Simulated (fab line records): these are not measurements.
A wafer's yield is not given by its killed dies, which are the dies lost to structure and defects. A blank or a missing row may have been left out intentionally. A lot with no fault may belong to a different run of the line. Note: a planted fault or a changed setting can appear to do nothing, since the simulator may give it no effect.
fab line records	flow sky130
record lots=11	wafers=33	last-day=50
route steps=708 shown CAPM@537 METAL3@564 PAD_OPEN@708
lots that met no fault: from a run of the same line without faults
start-h: the number of hours between the record's first day and the start of the first shown wafer of the lot	wait-h: time in hours since the lot's previous step	" same as the row above	L1.1+2: a single row standing in for several wafers	- value missing, or start not given	* or withheld: withheld	< > ~ a bound
route shown NAME@n: names a module that has steps shown in the file, with the first one's number in the route	usual: mean/standard deviation taken from wafers without a fault	same: alike in all rows	chamber/n: place in a boat	sites: each site's reading	_std_site: standard deviation of those values	_edge_site: outer sites' mean less inner sites'	radius-mm: for every site, how far away it sits from the centre of the wafer	mask NAME#n: copy n	behind: tool/chamber where the wafer was last shaped	hold: why the lot was held/for how many hours/how that ended	device: the n, p or np transistor that did not switch	end of line: tests run on the same wafers once the route is complete	for a step that has no rows: nothing shown but its recipe	killed: at the first sort, the dies lost to defects and structure; wafer yield is something else	map: a wafer's dies, marking killed ones x, the rest . and places with no die _
set.NAME: the setting the step ran with; set.NAME@STEP: the setting that earlier step ran with	model.NAME: the simulator's own value behind a step, which no gauge read
the route's steps for a sample of lots (tables are steps, rows are wafers)
services: a tool's chamber out of use, with start hour (start-h, from the record's first day; less than 0 if before it), hours out, and reason
## steps
# step SKY_CAPM_CVD_00
# recipe material=SiO2	target-thk-nm=15.5	temp-c=400	time-s=withheld	rf-w=450
# usual heater-power-w=686/110
lot.wafer	tool	chamber	start-h	wait-h	heater-power-w
L896.1	pecvd-03	0	837.91	0.0	649
L896.2	"	2	"	"	647
L896.5	"	0	"	"	632
L898.2	pecvd-04	2	861.84	0.0	661
L898.4	"	1	"	"	763
L898.6	"	2	"	"	663
L900.2	pecvd-04	0	877.70	0.0	623
L900.4	"	2	"	"	787
L900.6	"	2	"	"	764
L906.1	pecvd-01	2	921.87	0.0	768
L906.3	"	0	"	"	778
L906.5	"	2	"	"	762
L907.1	pecvd-04	1	928.84	0.0	685
L907.4	"	2	"	"	791
L907.5	"	0	"	"	673
L911.2	pecvd-03	0	952.47	0.0	674
L911.4	"	0	"	"	659
L911.6	"	2	"	"	544
L912.1	pecvd-01	1	967.53	0.0	498
L912.2	"	2	"	"	637
L912.6	"	1	"	"	509
L914.1	pecvd-03	1	972.72	0.0	708
L914.3	"	2	"	"	655
L914.4	"	0	"	"	610
L915.2	pecvd-01	1	978.51	0.0	544
L915.3	"	2	"	"	731
L915.4	"	1	"	"	552
L916.2	pecvd-04	0	989.95	0.0	683
L916.3	"	2	"	"	737
L916.5	"	1	"	"	815
L917.1	pecvd-01	2	1003.07	0.0	791
L917.2	"	0	"	"	918
L917.4	"	0	"	"	900
# step SKY_CAPM_THK_MEAS_01
# recipe reads=SiO2_of_CAPM_CVD_00
# usual CAPM_CVD_00_THK=15.51/0.22
lot.wafer	tool	chamber	start-h	wait-h	CAPM_CVD_00_THK[nm]
L896.1	film-metro-01	-	837.94	-	15.29
L896.2	"	-	"	"	15.28
L896.5	"	-	"	"	15.57
L898.2	film-metro-04	-	861.87	-	15.41
L898.4	"	-	"	"	15.77
L898.6	"	-	"	"	15.42
L900.2	film-metro-02	-	877.74	-	15.56
L900.4	"	-	"	"	15.59
L900.6	"	-	"	"	15.38
L906.1	film-metro-01	-	921.89	-	15.48
L906.3	"	-	"	"	15.21
L906.5	"	-	"	"	15.53
L907.1	film-metro-02	-	928.86	-	16.01
L907.4	"	-	"	"	16.27
L907.5	"	-	"	"	16.07
L911.2	film-metro-04	-	952.50	-	15.41
L911.4	"	-	"	"	15.53
L911.6	"	-	"	"	15.74
L912.1	film-metro-04	-	967.56	-	15.86
L912.2	"	-	"	"	15.49
L912.6	"	-	"	"	15.63
L914.1	film-metro-04	-	972.74	-	15.37
L914.3	"	-	"	"	15.43
L914.4	"	-	"	"	15.56
L915.2	film-metro-01	-	978.54	-	15.42
L915.3	"	-	"	"	15.11
L915.4	"	-	"	"	15.96
L916.2	film-metro-01	-	989.99	-	15.53
L916.3	"	-	"	"	15.30
L916.5	"	-	"	"	15.70
L917.1	film-metro-02	-	1003.11	-	15.28
L917.2	"	-	"	"	15.04
L917.4	"	-	"	"	15.60
# step SKY_CAPM_THK_MEAS_04
# recipe thk-meas-gauge=xrf	reads=TiN_of_CAPM_SPUTTER_02
# usual CAPM_TIN_THK=197.3/2
lot.wafer	tool	chamber	start-h	wait-h	CAPM_TIN_THK[nm]
L896.1	film-metro-04	-	838.23	0.1	197.2
L896.2	"	-	"	"	194.7
L896.5	"	-	"	"	196.0
L898.2	film-metro-02	-	862.16	0.1	201.9
L898.4	"	-	"	"	198.5
L898.6	"	-	"	"	199.7
L900.2	film-metro-04	-	878.03	0.1	196.0
L900.4	"	-	"	"	193.6
L900.6	"	-	"	"	195.7
L906.1	film-metro-02	-	922.18	0.1	199.4
L906.3	"	-	"	"	199.5
L906.5	"	-	"	"	197.0
L907.1	film-metro-01	-	929.15	0.1	197.5
L907.4	"	-	"	"	199.0
L907.5	"	-	"	"	198.6
L911.2	film-metro-04	-	952.79	0.1	196.2
L911.4	"	-	"	"	194.0
L911.6	"	-	"	"	196.8
L912.1	film-metro-02	-	967.85	0.1	202.1
L912.2	"	-	"	"	200.9
L912.6	"	-	"	"	199.9
L914.1	film-metro-01	-	973.03	0.1	197.6
L914.3	"	-	"	"	196.3
L914.4	"	-	"	"	196.0
L915.2	film-metro-02	-	978.83	0.1	196.4
L915.3	"	-	"	"	198.9
L915.4	"	-	"	"	195.7
L916.2	film-metro-02	-	990.27	0.1	198.4
L916.3	"	-	"	"	195.6
L916.5	"	-	"	"	195.7
L917.1	film-metro-04	-	1003.40	0.1	194.4
L917.2	"	-	"	"	196.2
L917.4	"	-	"	"	195.6
# step SKY_CAPM_STRIP_14
# recipe chemistry=O2/N2	power-w=1400	pressure-mtorr=1500	platen-temp-c=withheld	o2-flow-sccm=3000	n2-flow-sccm=300	overash-fraction=0.5
# usual chamber-pressure-mTorr=1499.9/1.4	drypump-motor-current-A=5.6/0.34	oes-product-au=0.710/0.0046	strip-time-to-endpoint-s=12.66/0.042
lot.wafer	tool	chamber	start-h	wait-h	chamber-pressure-mTorr	drypump-motor-current-A	oes-product-au	rf-hours-counter-h	strip-time-to-endpoint-s
L896.1	plasma-asher-03	0	864.18	0.1	1501.5	5.5	0.711	40	12.69
L896.2	"	1	"	"	1497.8	5.9	0.705	40	12.68
L896.5	"	0	"	"	1498.8	5.5	0.710	-	12.72
L898.2	plasma-asher-04	0	886.61	0.1	1503.3	5.5	0.705	110	12.69
L898.4	"	1	"	"	1496.7	4.9	0.712	-	12.74
L898.6	"	1	"	"	1499.5	4.9	0.702	-	12.71
L900.2	plasma-asher-01	1	905.37	0.1	1498.7	5.5	0.716	15	12.65
L900.4	"	0	"	"	1501.3	5.9	0.715	-	12.68
L900.6	"	1	"	"	1498.9	5.4	0.707	-	12.68
L906.1	plasma-asher-04	0	947.68	0.1	1499.7	5.5	0.708	116	12.63
L906.3	"	0	"	"	1499.0	5.4	0.701	-	12.65
L906.5	"	0	"	"	1497.4	5.4	0.712	-	12.67
L907.1	plasma-asher-01	1	953.59	0.1	1500.4	5.5	0.707	20	12.72
L907.4	"	1	"	"	1502.1	5.5	0.710	-	12.69
L907.5	"	1	"	"	1500.3	5.5	0.714	-	12.72
L911.2	plasma-asher-03	0	976.58	0.1	1498.5	5.5	0.706	51	12.74
L911.4	"	0	"	"	1498.3	5.5	0.713	-	12.73
L911.6	"	1	"	"	1499.7	5.9	0.710	-	12.77
L912.1	plasma-asher-01	1	991.20	0.1	1500.6	5.5	0.711	24	12.64
L912.2	"	0	"	"	1500.7	6.0	0.715	24	12.62
L912.6	"	0	"	"	1499.3	5.9	0.701	-	12.60
L914.1	plasma-asher-01	0	996.15	0.1	1497.9	6.0	0.711	24	12.67
L914.3	"	1	"	"	1498.6	5.5	0.703	-	12.70
L914.4	"	0	"	"	1503.8	6.0	0.715	-	12.73
L915.2	plasma-asher-01	1	1001.88	0.1	1500.0	5.5	0.713	24	12.60
L915.3	"	0	"	"	1501.9	5.9	0.705	-	12.65
L915.4	"	1	"	"	1499.2	5.5	0.706	-	12.57
L916.2	plasma-asher-03	0	1013.40	0.1	1499.2	5.5	0.703	56	12.55
L916.3	"	0	"	"	1498.5	5.6	0.716	-	12.56
L916.5	"	1	"	"	1501.8	5.9	0.712	-	12.58
L917.1	plasma-asher-03	1	1027.13	0.1	1502.5	5.9	0.713	57	12.63
L917.2	"	0	"	"	1500.6	5.5	0.709	57	12.65
L917.4	"	1	"	"	1500.4	5.9	0.703	-	12.62
# step SKY_METAL3_OVL_MEAS_14
# usual METAL3_OVL=-3/5.1
lot.wafer	tool	chamber	start-h	wait-h	METAL3_OVL[nm]
L896.1	overlay-01	-	890.21	0.1	-9
L896.2	"	-	"	"	-4
L896.5	"	-	"	"	-9
L898.2	overlay-01	-	912.49	0.1	2
L898.4	"	-	"	"	-12
L898.6	"	-	"	"	-3
L900.2	overlay-02	-	930.07	0.1	9
L900.4	"	-	"	"	7
L900.6	"	-	"	"	4
L906.1	overlay-01	-	972.61	0.1	-2
L906.3	"	-	"	"	-5
L906.5	"	-	"	"	6
L907.1	overlay-01	-	978.01	0.1	-4
L907.4	"	-	"	"	4
L907.5	"	-	"	"	-9
L911.2	overlay-01	-	1000.07	0.1	-6
L911.4	"	-	"	"	-8
L911.6	"	-	"	"	-9
L912.1	overlay-02	-	1015.11	0.1	-2
L912.2	"	-	"	"	5
L912.6	"	-	"	"	10
L914.1	overlay-02	-	1019.80	0.1	-3
L914.3	"	-	"	"	-6
L914.4	"	-	"	"	-8
L915.2	overlay-02	-	1025.77	0.1	0
L915.3	"	-	"	"	2
L915.4	"	-	"	"	1
L916.2	overlay-01	-	1037.09	0.1	-8
L916.3	"	-	"	"	-12
L916.5	"	-	"	"	-17
L917.1	overlay-01	-	1050.94	0.1	-9
L917.2	"	-	"	"	-4
L917.4	"	-	"	"	-4
# step SKY_PAD_OPEN_PROBE_99
# usual defect-limited-yield=82.2/1.9	killed_at_M0_to_M3=44/7.2	killed_at_M4_up=3.0/1.9	killed-at-contacts=25/4.8	killed-at-front-end=16/4.2	killed-at-other=0.2/0.44	killed-dies=88/9.3	killed-open=48/7.1	killed-short=40/6.5	sort_bin_3_pad_short=0.9/0.4	sort_bin_5_function=10.5/1.5	sort_bin_6_memory=6.5/0.98	sort-n-pass=404/9.3	sort-yield-pct=82.2/1.9
# same gross-dies=492	killed-at-back-side=0	sort_bin_4_leakage[%]=0	sort_bin_8_speed[%]=0
lot.wafer	tool	chamber	start-h	wait-h	defect-limited-yield[%]	killed_at_M0_to_M3	killed_at_M4_up	killed-at-contacts	killed-at-front-end	killed-at-other	killed-dies	killed-open	killed-short	sort_bin_3_pad_short[%]	sort_bin_5_function[%]	sort_bin_6_memory[%]	sort-n-pass	sort-yield-pct[%]
L912.1	prober-02	-	1166.15	0.1	83.1	34	7	24	16	2	83	38	45	1.6	9.3	5.9	409	83.1
L912.2	prober-02	-	1166.20	0.1	82.7	41	6	31	7	0	85	41	44	0.6	9.8	6.9	407	82.7
L912.6	prober-02	-	1166.40	0.2	80.3	55	1	27	14	0	97	59	38	0.2	13.4	6.1	395	80.3
L914.1	prober-02	-	1170.00	0.1	83.7	37	3	28	12	0	80	39	41	1.0	10.0	5.3	412	83.7
L914.3	prober-02	-	1170.10	0.2	81.1	42	2	30	18	1	93	52	41	0.4	12.8	5.7	399	81.1
L914.4	prober-02	-	1170.15	0.2	80.3	47	5	29	16	0	97	47	50	1.2	11.0	7.5	395	80.3
L916.2	prober-02	-	1181.60	0.1	79.9	55	6	23	14	1	99	61	38	0.8	11.6	7.7	393	79.9
L916.3	prober-02	-	1181.65	0.2	80.9	47	5	23	19	0	94	52	42	0	10.4	8.7	398	80.9
L916.5	prober-02	-	1181.75	0.2	82.3	48	6	26	7	0	87	49	38	0.8	10.8	6.1	405	82.3
# killed by level:class
L912.1 CONTACT:geometric-particle:open=9 METAL1:geometric-particle:short=7 VIA1:geometric-particle:open=6 FIELD_ISO:geometric-particle:open=5 POLY_GATE:geometric-particle:short=4 METAL4:geometric-particle:short=4 LOCAL_INTERCONNECT:geometric-particle:short=4 CONTACT:geometric-particle:short=4
L912.2 CONTACT:geometric-particle:open=11 CONTACT:geometric-particle:short=9 VIA2:geometric-particle:open=8 LI_CONTACT:geometric-particle:open=5 METAL1:geometric-particle:short=5 VIA1:geometric-particle:open=5 METAL3:geometric-particle:short=5 VIA2:geometric-particle:short=4
L912.6 VIA1:geometric-particle:open=14 CONTACT:geometric-particle:open=12 LI_CONTACT:geometric-particle:open=7 VIA2:geometric-particle:open=7 METAL2:geometric-particle:short=7 METAL1:geometric-particle:short=6 VIA1:geometric-particle:short=5 VIA3:geometric-particle:open=5
L914.1 CONTACT:geometric-particle:short=10 CONTACT:geometric-particle:open=9 VIA2:geometric-particle:open=8 VIA1:geometric-particle:open=5 LOCAL_INTERCONNECT:geometric-particle:short=5 METAL1:geometric-particle:short=5 FIELD_ISO:geometric-particle:open=4 VIA2:geometric-particle:short=4
L914.3 CONTACT:geometric-particle:open=16 VIA1:geometric-particle:open=9 VIA2:geometric-particle:short=7 POLY_GATE:geometric-particle:open=6 LI_CONTACT:geometric-particle:open=5 METAL3:geometric-particle:short=5 VIA2:geometric-particle:open=4 FIELD_ISO:geometric-particle:short=3
L914.4 VIA1:geometric-particle:open=9 CONTACT:geometric-particle:open=8 METAL2:geometric-particle:short=8 LI_CONTACT:geometric-particle:open=7 VIA2:geometric-particle:open=7 VIA1:geometric-particle:short=6 CONTACT:geometric-particle:short=6 FIELD_ISO:geometric-particle:short=5
L916.2 VIA1:geometric-particle:open=14 CONTACT:geometric-particle:open=12 VIA3:geometric-particle:open=11 METAL2:geometric-particle:short=8 METAL1:geometric-particle:short=6 FIELD_ISO:geometric-particle:open=5 VIA2:geometric-particle:open=5 CONTACT:geometric-particle:short=4
L916.3 VIA1:geometric-particle:open=12 CONTACT:geometric-particle:open=10 FIELD_ISO:geometric-particle:open=8 VIA2:geometric-particle:open=6 METAL1:geometric-particle:short=6 VIA3:geometric-particle:open=5 CONTACT:geometric-particle:short=5 METAL4:geometric-particle:short=5
L916.5 VIA2:geometric-particle:open=12 VIA1:geometric-particle:open=8 LI_CONTACT:geometric-particle:open=7 METAL1:geometric-particle:short=7 CONTACT:geometric-particle:open=7 LOCAL_INTERCONNECT:geometric-particle:short=6 VIA1:geometric-particle:short=5 CONTACT:geometric-particle:short=4
## services
tool	chamber	start-h	hours	kind
pecvd-03	1	818.12	-	clean
pecvd-03	1	818.12	-	consumable-replace:showerhead
pecvd-03	1	818.12	29.0	scheduled-down
pecvd-03	1	818.12	29.0	vent-cycle
pecvd-01	0	822.80	5.5	scheduled-down
pecvd-03	-	824.64	4.3	pm
pecvd-01	1	827.30	19.3	repair
plasma-asher-01	-	840.56	13.6	repair
pecvd-03	2	866.77	3.8	repair
pecvd-04	1	868.91	11.1	repair
pecvd-03	2	909.01	2.1	scheduled-down
plasma-asher-01	-	921.10	0.9	repair
pecvd-01	0	954.68	14.5	repair
pecvd-04	2	959.63	5.5	scheduled-down
plasma-asher-04	-	974.96	3.3	repair
pecvd-04	0	981.42	5.5	scheduled-down
plasma-asher-04	-	997.94	14.6	pm
pecvd-01	1	999.38	-	clean
pecvd-01	1	999.38	-	consumable-replace:showerhead
pecvd-01	1	999.38	29.0	scheduled-down
pecvd-01	1	999.38	29.0	vent-cycle
plasma-asher-01	-	1023.27	15.6	pm
## key
first-sign step=SKY_CAPM_THK_MEAS_01	reading=CAPM_CVD_00_THK	direction=up	sigmas=2.8	usual=15.51	struck=16.12
effect none on later readings
met-at SKY_CAPM_CVD_00
struck-lots L907
not-acting-at SKY_CAPM_THK_MEAS_04,SKY_CAPM_STRIP_14,SKY_METAL3_OVL_MEAS_14
onset-between 877.70 928.84
fault kind=process-parameter-drift	tool=pecvd-04	chamber=-	onset-h=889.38	steps=SKY_CAPM_CVD_00	channel=time-s	offset=withheld	shape=step	end-h=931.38	acts-in=*
